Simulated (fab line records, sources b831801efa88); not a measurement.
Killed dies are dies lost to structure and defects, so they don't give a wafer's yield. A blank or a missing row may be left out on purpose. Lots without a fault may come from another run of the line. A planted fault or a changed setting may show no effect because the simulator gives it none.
fab line records | flow sky130
record lots=10 wafers=30 last_day=49
route steps=708 shown VIA1@473 VIA3@586 CAP2M@605 PAD_OPEN@708
lots that met no fault: from a run of the same line without faults
start_h: hours from the record's first day to the start of the lot's first wafer shown | wait_h: hours since the lot's step before | " the same as in the row above | L1.1+2: a row that stands for several wafers | - no value, or no start given | * or withheld: withheld | < > ~ a bound
route shown NAME@n: a module of which the file shows steps, and the number in the route of the first | usual: mean/standard deviation of fault-free wafers | same: alike in all rows | chamber/n: place in a boat | sites: the reading at each site | _std_site: their standard deviation | _edge_site: outer sites' mean less inner sites' | radius_mm: how far each site lies from the wafer's centre | mask NAME#n: copy n | behind: the tool/chamber that last shaped the wafer | hold: why the lot was held/for how many hours/how that ended | device: the transistor (n, p or np) that didn't switch | end of line: the same wafers' tests at the end of the route | a step without rows: its recipe alone | killed: dies lost to structure and defects at the first sort, not the wafer's yield | map: a wafer's dies, x killed, . not, _ none there
set.NAME: the setting as run; set.NAME@STEP: as run at that earlier step | model.NAME: the simulator's own value behind a step, which no gauge read
steps of the route over a sample of lots; a table a step, a row a wafer
services: from which hour (start_h, from the record's first day; less than 0 if before it) a tool's chamber was out of use, for how many hours, and why
## steps
# step SKY_VIA1_ETCH_15
# recipe target=SiO2 chemistry=C4F8/O2/Ar target_depth_nm=351 stop_on=TiN mask_material=KrF-thick source_w=1500 bias_w=1200 pressure_mtorr=40 c4f8_flow_sccm=withheld O2_flow_sccm=6 Ar_flow_sccm=300 time_s=54
# usual chamber_pressure_mTorr=40.01/0.036 oes_product_au=0.982/0.0054
# columns lot.wafer tool chamber start_h wait_h chamber_pressure_mTorr oes_product_au rf_hours_counter_h
L447.2 rie_diel-03 3 800.82 0.0 40.02 0.986 4
L447.3 " 1 " " 40.01 0.990 6
L447.5 " 2 " " 40.03 0.994 -
L449.1 rie_diel-03 3 806.89 0.0 39.98 0.986 5
L449.2 " 0 " " 39.92 0.980 9
L449.6 " 2 " " 40.02 0.986 -
L453.2 rie_diel-01 3 848.05 0.0 40.03 0.977 10
L453.3 " 1 " " 39.96 0.983 8
L453.4 " 2 " " 40.04 0.988 17
L454.2 rie_diel-02 3 857.50 0.0 40.07 0.982 13
L454.3 " 2 " " 40.04 0.975 7
L454.4 " 0 " " 40.02 0.975 5
L455.1 rie_diel-02 2 867.19 0.0 40.01 0.993 7
L455.4 " 0 " " 39.95 0.975 5
L455.5 " 0 " " 39.98 0.979 -
L457.1 rie_diel-03 1 878.75 0.0 39.94 0.978 8
L457.2 " 2 " " 39.94 0.987 22
L457.4 " 0 " " 40.02 0.983 11
L459.1 rie_diel-01 3 893.25 0.0 39.98 0.982 11
L459.3 " 0 " " 40.00 0.968 8
L459.6 " 1 " " 40.00 0.976 -
L461.1 rie_diel-01 0 901.20 0.0 39.96 0.987 9
L461.5 " 3 " " 40.03 0.987 -
L461.6 " 2 " " 39.94 0.983 -
L460.3 rie_diel-03 2 901.85 0.0 39.94 0.979 23
L460.5 " 1 " " 39.97 0.974 -
L460.6 " 2 " " 39.97 0.972 -
L462.1 rie_diel-02 3 910.11 0.0 40.01 0.980 15
L462.5 " 1 " " 40.01 0.990 -
L462.6 " 0 " " 40.03 0.978 -
# step SKY_VIA1_CVD_21
# recipe material=W target_thk_nm=270 time_s=80.902 temp_c=400 pressure_torr=38.61
# usual heater_power_w=842/96
# columns lot.wafer tool chamber start_h wait_h heater_power_w
L447.2 cvd_w-01 0 801.52 0.0 830
L447.3 " 1 " " 794
L447.5 " 0 " " 836
L449.1 cvd_w-01 1 807.63 0.0 802
L449.2 " 0 " " 829
L449.6 " 0 " " 825
L453.2 cvd_w-02 0 849.19 0.0 959
L453.3 " 1 " " 730
L453.4 " 0 " " 979
L454.2 cvd_w-02 0 858.24 0.0 977
L454.3 " 0 " " 967
L454.4 " 1 " " 735
L455.1 cvd_w-02 0 867.93 0.0 978
L455.4 " 0 " " 967
L455.5 " 0 " " 991
L457.1 cvd_w-02 0 879.48 0.0 962
L457.2 " 0 " " 954
L457.4 " 0 " " 988
L459.1 cvd_w-01 1 893.99 0.0 816
L459.3 " 0 " " 833
L459.6 " 0 " " 831
L461.1 cvd_w-02 0 901.90 0.0 987
L461.5 " 0 " " 952
L461.6 " 1 " " 749
L460.3 cvd_w-02 0 902.61 0.1 984
L460.5 " 1 " " 738
L460.6 " 0 " " 988
L462.1 cvd_w-02 0 910.80 0.0 968
L462.5 " 1 " " 749
L462.6 " 0 " " 990
# step SKY_VIA3_OVL_MEAS_13
# usual VIA3_OVL=-1/5.1
# columns lot.wafer tool chamber start_h wait_h VIA3_OVL[nm]
L447.2 overlay-02 - 937.90 0.1 -4
L447.3 " - " " -6
L447.5 " - " " 7
L449.1 overlay-01 - 942.88 0.1 -10
L449.2 " - " " -6
L449.6 " - " " -6
L453.2 overlay-01 - 981.08 0.1 -4
L453.3 " - " " 3
L453.4 " - " " -2
L454.2 overlay-01 - 990.00 0.1 -3
L454.3 " - " " 5
L454.4 " - " " 4
L455.1 overlay-01 - 998.84 0.1 2
L455.4 " - " " 0
L455.5 " - " " 3
L457.1 overlay-01 - 1007.43 0.1 0
L457.2 " - " " -2
L457.4 " - " " -5
L459.1 overlay-02 - 1020.89 0.1 -4
L459.3 " - " " -1
L459.6 " - " " -9
L461.1 overlay-02 - 1027.74 0.1 -9
L461.5 " - " " -7
L461.6 " - " " -10
L460.3 overlay-01 - 1029.70 0.1 -5
L460.5 " - " " -7
L460.6 " - " " -6
L462.1 overlay-01 - 1038.23 0.1 -1
L462.5 " - " " 1
L462.6 " - " " 2
# step SKY_CAP2M_SPUTTER_02
# recipe material=TiN target_thk_nm=200 temp_c=300 power_w=6500 time_s=166.7 chamber_pressure_pa=0.4
# usual throttle_valve_pct=30.5/0.86
# columns lot.wafer tool chamber start_h wait_h throttle_valve_pct
L447.2 pvd_sputter-04 - 939.62 0.0 31.0
L447.3 " - " " 30.3
L447.5 " - " " 30.9
L449.1 pvd_sputter-01 - 944.57 0.1 30.3
L449.2 " - " " 28.9
L449.6 " - " " 30.4
L453.2 pvd_sputter-01 - 983.16 0.0 31.7
L453.3 " - " " 29.0
L453.4 " - " " 30.7
L454.2 pvd_sputter-01 - 991.62 0.0 31.4
L454.3 " - " " 29.6
L454.4 " - " " 30.6
L455.1 pvd_sputter-04 - 1000.50 0.1 30.3
L455.4 " - " " 30.9
L455.5 " - " " 31.2
L457.1 pvd_sputter-01 - 1009.06 0.1 30.8
L457.2 " - " " 31.8
L457.4 " - " " 30.4
L459.1 pvd_sputter-04 - 1022.60 0.1 31.0
L459.3 " - " " 31.1
L459.6 " - " " 30.9
L461.1 pvd_sputter-01 - 1029.39 0.1 31.5
L461.5 " - " " 31.6
L461.6 " - " " 30.2
L460.3 pvd_sputter-01 - 1031.39 0.0 29.1
L460.5 " - " " 30.2
L460.6 " - " " 31.0
L462.1 pvd_sputter-01 - 1040.51 0.1 31.0
L462.5 " - " " 31.9
L462.6 " - " " 29.1
# step SKY_CAP2M_RS_MEAS_03
# recipe thk_meas_gauge=four-point-probe reads=TiN_of_CAP2M_SPUTTER_02
# usual CAP2M_TIN_RS=6.90/0.064
# columns lot.wafer tool chamber start_h wait_h CAP2M_TIN_RS[ohm/sq]
L447.2 film_metro-03 - 939.75 0.1 7.00
L447.3 " - " " 6.97
L447.5 " - " " 7.01
L449.1 film_metro-02 - 944.67 0.1 6.83
L449.2 " - " " 6.77
L449.6 " - " " 6.80
L453.2 film_metro-04 - 983.29 0.1 6.88
L453.3 " - " " 6.90
L453.4 " - " " 6.88
L454.2 film_metro-04 - 991.75 0.1 6.92
L454.3 " - " " 6.90
L454.4 " - " " 6.94
L455.1 film_metro-03 - 1000.61 0.1 6.92
L455.4 " - " " 6.91
L455.5 " - " " 6.93
L457.1 film_metro-03 - 1009.17 0.1 6.87
L457.2 " - " " 6.83
L457.4 " - " " 6.81
L459.1 film_metro-04 - 1022.71 0.1 7.05
L459.3 " - " " 6.99
L459.6 " - " " 7.10
L461.1 film_metro-02 - 1029.50 0.1 6.56
L461.5 " - " " 6.54
L461.6 " - " " 6.58
L460.3 film_metro-04 - 1031.54 0.1 6.52
L460.5 " - " " 6.52
L460.6 " - " " 6.49
L462.1 film_metro-04 - 1040.62 0.1 6.55
L462.5 " - " " 6.50
L462.6 " - " " 6.54
# step SKY_CAP2M_THK_MEAS_04
# recipe thk_meas_gauge=xrf reads=TiN_of_CAP2M_SPUTTER_02
# usual CAP2M_TIN_THK=203.7/2.1
# columns lot.wafer tool chamber start_h wait_h CAP2M_TIN_THK[nm]
L447.2 film_metro-03 - 939.86 0.1 201.2
L447.3 " - " " 202.9
L447.5 " - " " 201.9
L449.1 film_metro-02 - 944.79 0.1 208.2
L449.2 " - " " 208.9
L449.6 " - " " 208.9
L453.2 film_metro-04 - 983.40 0.1 203.1
L453.3 " - " " 203.4
L453.4 " - " " 204.0
L454.2 film_metro-04 - 991.86 0.1 202.7
L454.3 " - " " 203.4
L454.4 " - " " 201.4
L455.1 film_metro-03 - 1000.73 0.1 205.1
L455.4 " - " " 204.5
L455.5 " - " " 204.0
L457.1 film_metro-03 - 1009.29 0.1 203.6
L457.2 " - " " 205.7
L457.4 " - " " 205.1
L459.1 film_metro-04 - 1022.83 0.1 198.8
L459.3 " - " " 201.2
L459.6 " - " " 198.1
L461.1 film_metro-02 - 1029.62 0.1 215.6
L461.5 " - " " 216.2
L461.6 " - " " 214.6
L460.3 film_metro-04 - 1031.64 0.1 215.3
L460.5 " - " " 215.7
L460.6 " - " " 217.1
L462.1 film_metro-04 - 1040.74 0.1 213.4
L462.5 " - " " 214.5
L462.6 " - " " 213.8
# step SKY_CAP2M_METAL_ETCH_13
# recipe target_depth_nm=220 stop_on=SiO2 chemistry=Cl2/BCl3 target=TiN pressure_mtorr=10 icp_w=900 bias_w=48.5 Cl2_flow_sccm=60 bcl3_flow_sccm=30 time_s=62.9
# usual chamber_pressure_mTorr=10.000/0.009 drypump_motor_current_A=5.7/0.36 oes_product_au=0.942/0.0066 throttle_valve_pct=21.900/0.0097
# columns lot.wafer tool chamber start_h wait_h chamber_pressure_mTorr drypump_motor_current_A oes_product_au rf_hours_counter_h throttle_valve_pct
L447.2 rie_metal-03 1 964.59 0.0 9.996 5.9 0.936 16 21.924
L447.3 " 1 " " 9.978 5.9 0.934 - 21.909
L447.5 " 1 " " 10.006 5.9 0.926 - 21.890
L449.1 rie_metal-01 1 968.56 0.0 9.993 6.0 0.954 6 21.901
L449.2 " 0 " " 10.004 5.5 0.950 2 21.882
L449.6 " 1 " " 9.986 6.0 0.953 - 21.909
L453.2 rie_metal-03 0 1006.56 0.0 10.001 5.3 0.943 16 21.896
L453.3 " 1 " " 9.997 5.9 0.943 - 21.881
L453.4 " 0 " " 10.005 5.3 0.944 - 21.904
L454.2 rie_metal-03 1 1014.89 0.0 10.014 5.9 0.933 19 21.900
L454.3 " 1 " " 10.001 5.9 0.941 - 21.898
L454.4 " 0 " " 9.996 5.3 0.937 - 21.892
L455.1 rie_metal-04 1 1023.74 0.0 10.004 6.4 0.944 11 21.906
L455.4 " 0 " " 10.005 5.7 0.933 - 21.891
L455.5 " 0 " " 9.995 5.7 0.935 - 21.897
L457.1 rie_metal-03 0 1031.74 0.0 9.994 5.3 0.950 18 21.912
L457.2 " 1 " " 10.010 5.9 0.949 20 21.890
L457.4 " 1 " " 10.000 5.9 0.937 - 21.886
L459.1 rie_metal-03 0 1044.99 0.0 9.990 5.3 0.931 18 21.914
L459.3 " 0 " " 10.020 5.3 0.938 - 21.904
L459.6 " 1 " " 10.002 5.9 0.932 - 21.892
L461.1 rie_metal-03 1 1051.39 0.0 10.005 5.9 0.963 21 21.876
L461.5 " 0 " " 10.000 5.3 0.976 - 21.884
L461.6 " 1 " " 9.988 5.9 0.977 - 21.876
L460.3 rie_metal-01 0 1052.87 0.0 10.004 5.5 0.971 - 21.884
L460.5 " 0 " " 10.001 5.5 0.968 - 21.891
L460.6 " 1 " " 10.005 6.0 0.972 - 21.857
L462.1 rie_metal-01 0 1062.21 0.0 9.994 5.5 0.975 8 21.870
L462.5 " 1 " " 9.999 6.0 0.972 - 21.878
L462.6 " 0 " " 10.004 5.5 0.968 - 21.880
# step SKY_PAD_OPEN_PROBE_99
# usual defect_limited_yield=82.6/1.9 killed_at_M0_to_M3=43/6.5 killed_at_M4_up=3.2/1.8 killed_at_contacts=24/5 killed_at_front_end=15/4.1 killed_at_other=0.3/0.54 killed_dies=85/9.3 killed_open=47/7.2 killed_short=39/5.9 sort_bin_3_pad_short=0.9/0.4 sort_bin_5_function=10.3/1.5 sort_bin_6_memory=6.2/1.2 sort_n_pass=407/9.3 sort_yield_pct=82.6/1.9
# same gross_dies=492 killed_at_back_side=0 sort_bin_4_leakage[%]=0 sort_bin_8_speed[%]=0
# columns lot.wafer tool chamber start_h wait_h defect_limited_yield[%] killed_at_M0_to_M3 killed_at_M4_up killed_at_contacts killed_at_front_end killed_at_other killed_dies killed_open killed_short sort_bin_3_pad_short[%] sort_bin_5_function[%] sort_bin_6_memory[%] sort_n_pass sort_yield_pct[%]
L460.3 prober-01 - 1159.21 0.2 83.5 42 1 22 15 1 81 46 35 0.6 7.9 7.9 411 83.5
L460.5 prober-01 - 1159.31 0.2 80.1 41 2 30 25 0 98 45 53 1.0 11.2 7.7 394 80.1
L460.6 prober-01 - 1159.36 0.2 82.7 39 1 32 13 0 85 53 31 0.6 11.6 5.1 407 82.7
# killed by level:class
L460.3 VIA2:geometric_particle:open=12 CONTACT:geometric_particle:open=11 FIELD_ISO:geometric_particle:open=5 LOCAL_INTERCONNECT:geometric_particle:short=5 VIA1:geometric_particle:open=5 VIA1:geometric_particle:short=5 METAL2:geometric_particle:short=5 METAL3:geometric_particle:short=4
L460.5 CONTACT:geometric_particle:open=13 FIELD_ISO:geometric_particle:short=10 VIA1:geometric_particle:open=9 VIA2:geometric_particle:open=7 CONTACT:geometric_particle:short=6 VIA1:geometric_particle:short=6 LI_CONTACT:geometric_particle:open=5 METAL1:geometric_particle:short=5
L460.6 CONTACT:geometric_particle:open=16 VIA1:geometric_particle:open=12 METAL1:geometric_particle:short=6 LI_CONTACT:geometric_particle:open=5 METAL2:geometric_particle:short=5 LI_CONTACT:geometric_particle:short=4 LOCAL_INTERCONNECT:geometric_particle:short=4 VIA2:geometric_particle:open=4
## services
# columns tool chamber start_h hours kind
rie_diel-02 0 792.24 3.8 repair
rie_diel-02 0 801.27 6.8 repair
pvd_sputter-01 - 801.59 0.9 repair
rie_diel-02 2 806.87 10.0 repair
pvd_sputter-04 - 808.97 1.4 repair
pvd_sputter-04 - 816.75 6.7 repair
rie_diel-02 3 831.97 1.7 repair
rie_metal-03 1 838.38 15.3 repair
rie_diel-03 3 862.10 5.1 repair
cvd_w-02 1 870.12 12.9 repair
cvd_w-02 - 884.43 1.1 repair
cvd_w-01 - 889.50 4.3 pm
cvd_w-01 - 904.00 14.0 pm
rie_diel-01 3 924.05 4.1 repair
pvd_sputter-01 - 930.89 0.5 repair
cvd_w-02 - 934.49 2.8 pm
rie_metal-03 - 941.99 1.4 pm
rie_diel-01 3 951.06 4.3 repair
rie_metal-03 - 951.21 4.3 pm
cvd_w-01 1 953.63 5.4 repair
cvd_w-02 0 954.77 8.1 repair
rie_diel-01 3 972.41 4.2 repair
cvd_w-02 - 1013.99 3.8 repair
rie_diel-03 3 1049.68 1.5 repair
## key
first_sign step=SKY_CAP2M_RS_MEAS_03 reading=CAP2M_TIN_RS direction=down sigmas=5.8 usual=6.90 struck=6.53
effect step=SKY_CAP2M_THK_MEAS_04 reading=CAP2M_TIN_THK direction=up sigmas=5.5 usual=203.7 struck=215.1
effect step=SKY_CAP2M_METAL_ETCH_13 reading=oes_product_au direction=up sigmas=4.5 usual=0.942 struck=0.971
met_at SKY_CAP2M_SPUTTER_02
struck_lots L460,L461,L462
not_acting_at SKY_VIA1_ETCH_15,SKY_VIA1_CVD_21,SKY_VIA3_OVL_MEAS_13
onset_between 1009.06 1029.39
also_fits time
fault kind=process_parameter_drift tool=pvd_sputter-01 chamber=- onset_h=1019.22 steps=SKY_CAP2M_SPUTTER_02 channel=target_thk_nm offset=11.878 shape=step end_h=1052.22 acts_in=these_recipes_only stated=200
